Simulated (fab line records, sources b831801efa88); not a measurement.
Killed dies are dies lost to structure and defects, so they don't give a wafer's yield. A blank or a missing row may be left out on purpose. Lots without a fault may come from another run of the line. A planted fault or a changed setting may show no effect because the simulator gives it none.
Problem report in the 8D (eight disciplines) form, filled by code | flow sky130 | the parts of the form that need people (team, actions taken, sign-off) are left out

1. THE PROBLEM
killed_at_front_end at SKY_PAD_OPEN_PROBE_99 reads a mean of 44 on 2 wafers of 2 lots; wafers without a fault read 14 with a standard deviation of 4.3. That is +7.1 standard deviations from the usual mean.
First seen on wafer L172.3, day 48 12:55, on prober-01. The record holds 6 wafers of 2 lots with a number at this step. Rule for "out", or "out of limits": more than 4 standard deviations from the usual mean. The other wafers with a number count as sound.

2. WHAT IT IS AND WHAT IT IS NOT
question                    | is                  | is not
which readings at this step | killed_at_front_end | killed_at_M0_to_M3, killed_at_M4_up, killed_at_contacts, killed_at_other, killed_short
which lots                  | L172, L175          | -
which wafers of those lots  | L172.3, L175.5      | L172.2, L172.5, L175.2, L175.6
read on which tools         | prober-01           | -
when                        | from day 48 12:55   | up to then (1 sound wafer); but 3 sound wafers of L172, L175 came after

3. SUSPECTS, AND WHAT RULES EACH OUT
Counting: a tool at a process step up to the reading stays a suspect if it ran every lot that is out. Sound lots after the first of them don't rule it out here, since some wafers of a struck lot are sound.
- rie_diel-04 at SKY_FIELD_ISO_ETCH_15 (etches the open film in CHF3/O2, stops on Si, target depth 180 nm, time 72 s): kept. It ran every lot that is out, first L172 (day 4 13:15).
- plasma_asher-04 at SKY_CAPM_STRIP_14 (strips in O2/N2): kept. It ran every lot that is out, first L172 (day 40 20:15).
- prober-01 at SKY_PAD_OPEN_PROBE_99: kept. It ran every lot that is out, first L172 (day 48 12:52). Its own readings are out on those wafers: killed_at_front_end.
- Within rie_diel-04 at SKY_FIELD_ISO_ETCH_15: the wafers that are out ran in chamber 1; their sound lot-mates ran in chambers 0, 2, 3.
Left after counting: rie_diel-04 at SKY_FIELD_ISO_ETCH_15, plasma_asher-04 at SKY_CAPM_STRIP_14, prober-01 at SKY_PAD_OPEN_PROBE_99.

4. THE CAUSE (what the simulator had put in)
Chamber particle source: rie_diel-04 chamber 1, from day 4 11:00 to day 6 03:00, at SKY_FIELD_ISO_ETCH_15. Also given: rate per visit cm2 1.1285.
Counting left 3 suspects, and this tool is among them.

5. THE CHAIN OF EFFECTS, in route order
Each row: a reading whose mean over the struck wafers that have a number lies more than 3 standard deviations from the usual. Only readings for which the record gives a usual standard deviation are gone through. hours: the time from each lot's start at the first step in this table that gives one to its start at this step, as a median over the lots. sigmas: the change in usual standard deviations.
hours | step                  | reading             | usual | on struck wafers | change | sigmas
0     | SKY_PAD_OPEN_PROBE_99 | killed_at_front_end | 14    | 44               | +30    | +7.1
The process steps in it:
- SKY_PAD_OPEN_PROBE_99

6. WHAT WOULD HAVE CAUGHT IT SOONER
In this record the first reading out of limits was taken at day 48 12:55, 1058 hours after the fault began at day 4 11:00.
Of the tool readings at SKY_FIELD_ISO_ETCH_15 for which the record gives a usual standard deviation, none was out on any struck wafer, so an alarm limit of 4 standard deviations on them would not have fired.
All the lots that are out (2) had begun SKY_FIELD_ISO_ETCH_15 on rie_diel-04 by day 48 12:55. A hold on the tool at that time would have spared none of them.
